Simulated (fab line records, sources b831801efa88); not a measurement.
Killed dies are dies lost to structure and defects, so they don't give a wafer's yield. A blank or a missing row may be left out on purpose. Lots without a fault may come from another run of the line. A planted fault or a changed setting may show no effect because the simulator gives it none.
Problem report in the 8D (eight disciplines) form, filled by code | flow gf180mcu | the parts of the form that need people (team, actions taken, sign-off) are left out

1. THE PROBLEM
STI_CVD_03_THK at GF_STI_THK_MEAS_04 reads a mean of 362.0 nm on 6 wafers of 2 lots; wafers without a fault read 207.8 nm with a standard deviation of 2.1. That is +73 standard deviations from the usual mean.
First seen on wafer L586.3, day 5 23:56, on film_metro-04. The record holds 39 wafers of 13 lots with a number at this step. Rule for "out", or "out of limits": more than 4 standard deviations from the usual mean. The other wafers with a number count as sound.

2. WHAT IT IS AND WHAT IT IS NOT
question                    | is                           | is not
which readings at this step | STI_CVD_03_THK               | -
which lots                  | L586, L587                   | L565, L566, L567, L568, L570, L571, L573, L575, L577, L578, L588
which wafers of those lots  | all that have a number       | -
read on which gauges        | film_metro-03, film_metro-04 | film_metro-01
when                        | from day 5 23:56             | up to then (30 sound wafers); but 3 sound wafers of L588 came after

3. SUSPECTS, AND WHAT RULES EACH OUT
Counting: a tool at a process step up to the reading stays a suspect if it ran every lot that is out and no sound lot after the first of them.
- the gauge at GF_STI_THK_MEAS_04: ruled out. The wafers that are out were read on 2 gauges (film_metro-03, film_metro-04).
- lpcvd-01 at GF_STI_CVD_03 (deposits Si3N4 from DCS/NH3, target thk 207.16 nm, time 3551 s): kept. It ran every lot that is out, first L586 (day 5 21:56), and no sound lot after that; its last sound lot up to then is L577 (day 3 23:34). Its own readings are out on those wafers: spike_tc_bottom_C, spike_tc_centre_C, spike_tc_lower_C, spike_tc_top_C, spike_tc_upper_C, susceptor_temp_C.
Left after counting: lpcvd-01 at GF_STI_CVD_03.

4. THE CAUSE (what the simulator had put in)
Process parameter drift: lpcvd-01, from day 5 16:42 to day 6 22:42, at GF_STI_CVD_03. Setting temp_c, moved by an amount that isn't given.
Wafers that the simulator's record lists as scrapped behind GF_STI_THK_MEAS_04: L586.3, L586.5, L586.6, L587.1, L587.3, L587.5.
Counting left only this tool.

5. THE CHAIN OF EFFECTS, in route order
Each row: a reading whose mean over the struck wafers that have a number lies more than 3 standard deviations from the usual. Only readings for which the record gives a usual standard deviation are gone through. hours: the time from each lot's start at the first step in this table that gives one to its start at this step, as a median over the lots. sigmas: the change in usual standard deviations.
hours | step               | reading            | usual    | on struck wafers | change | sigmas
0     | GF_STI_CVD_03      | spike_tc_bottom_C  | 787.8 C  | 820.9            | +33.1  | +24
0     | GF_STI_CVD_03      | spike_tc_centre_C  | 770.3 C  | 804.2            | +33.9  | +34
0     | GF_STI_CVD_03      | spike_tc_lower_C   | 770.7 C  | 804.1            | +33.4  | +28
0     | GF_STI_CVD_03      | spike_tc_top_C     | 784.8 C  | 817.7            | +32.9  | +25
0     | GF_STI_CVD_03      | spike_tc_upper_C   | 769.5 C  | 804.0            | +34.5  | +25
0     | GF_STI_CVD_03      | susceptor_temp_C   | 769.9 C  | 803.4            | +33.5  | +99 or more
0     | GF_STI_CVD_03      | zone_power_top_pct | 25.0 %   | 27.2             | +2.2   | +3.5
2     | GF_STI_THK_MEAS_04 | STI_CVD_03_THK     | 207.8 nm | 362.0            | +154.2 | +73
The process steps in it:
- GF_STI_CVD_03: deposits Si3N4 from DCS/NH3, target thk 207.16 nm, time 3551 s.

6. WHAT WOULD HAVE CAUGHT IT SOONER
In this record the first reading out of limits at a measuring or inspecting step was taken at day 5 23:56, 7 hours after the fault began at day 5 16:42.
The tool's own readings at GF_STI_CVD_03 were out on every struck wafer that the step has a row for (spike_tc_bottom_C, spike_tc_centre_C, spike_tc_lower_C, spike_tc_top_C, spike_tc_upper_C, susceptor_temp_C): an alarm limit on them would have fired on the first of those.
Of the lots that are out (2), L587 began GF_STI_CVD_03 on lpcvd-01 after day 5 23:56. A hold on the tool at that time would have spared it.
